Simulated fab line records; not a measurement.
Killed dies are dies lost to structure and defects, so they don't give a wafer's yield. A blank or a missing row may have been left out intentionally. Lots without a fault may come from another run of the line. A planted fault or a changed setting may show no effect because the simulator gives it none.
Chamber matching | flow sky130 | SKY_METAL4_ETCH_17 on rieDiel-03 has 4 sister chambers
The step etches SiO2 in C4F8/O2/Ar, stops on TiN, time 3.9 s, target depth 15 nm. 20 wafers are shown with their chamber, then 10 later ones without.

EACH WAFER AND ITS CHAMBER
wafer  | chamber | oesProductAu (a.u.)
L075.1 | 3       | 0.751
L075.2 | 2       | 0.768
L075.3 | 0       | 0.752
L075.4 | 1       | 0.752
L075.5 | 2       | 0.758
L075.6 | 1       | 0.760
L078.2 | 2       | 0.734
L078.4 | 3       | 0.758
L078.6 | 1       | 0.759
L082.1 | 0       | 0.751
L082.2 | 3       | 0.759
L082.5 | 3       | 0.757
L086.2 | 3       | 0.754
L086.5 | 0       | 0.758
L086.6 | 1       | 0.755
L087.3 | 2       | 0.755
L087.5 | 0       | 0.762
L087.6 | 1       | 0.753
L088.1 | 2       | 0.746
L088.4 | 1       | 0.740

SIGNATURES (averages over the wafers above)
reading      | chamber 0 | chamber 1 | chamber 2 | chamber 3 | scatter within a chamber
oesProductAu | 0.75575   | 0.75317   | 0.75220   | 0.75580   | 0.00807
Rule: a wafer's distance from a chamber is the root of the sum, over the readings, of the square of ((its reading less the chamber's mean) divided by the reading's scatter). If the next closest chamber is less than 2 further off than the closest, the wafer can't be placed; otherwise it belongs to the closest. The scatter is the square root of a quotient: the sum, over the shown wafers, of each reading's squared deviation from its chamber's mean, divided by wafers minus chambers.

WAFERS WHOSE CHAMBER IS MISSING
wafer  | oesProductAu (a.u.)
L088.6 | 0.749
L091.1 | 0.761
L091.2 | 0.743
L091.3 | 0.757
L091.4 | 0.768
L091.5 | 0.752
L091.6 | 0.755
L095.1 | 0.749
L095.2 | 0.764
L095.4 | 0.766

EACH ONE'S CHAMBER
wafer  | from the rows above               | in truth
L088.6 | can't be placed: 2 or 1 or 0 or 3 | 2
L091.1 | can't be placed: 3 or 0 or 1 or 2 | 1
L091.2 | can't be placed: 2 or 1 or 0 or 3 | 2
L091.3 | can't be placed: 3 or 0 or 1 or 2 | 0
L091.4 | can't be placed: 3 or 0 or 1 or 2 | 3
L091.5 | can't be placed: 2 or 1 or 0 or 3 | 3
L091.6 | can't be placed: 0 or 3 or 1 or 2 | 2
L095.1 | can't be placed: 2 or 1 or 0 or 3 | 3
L095.2 | can't be placed: 3 or 0 or 1 or 2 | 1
L095.4 | can't be placed: 3 or 0 or 1 or 2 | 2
Correct placement for 0 of the 10. From these rows, 10 cannot be placed; in 10 the true chamber is one of the candidates. Wrongly placed: 0.
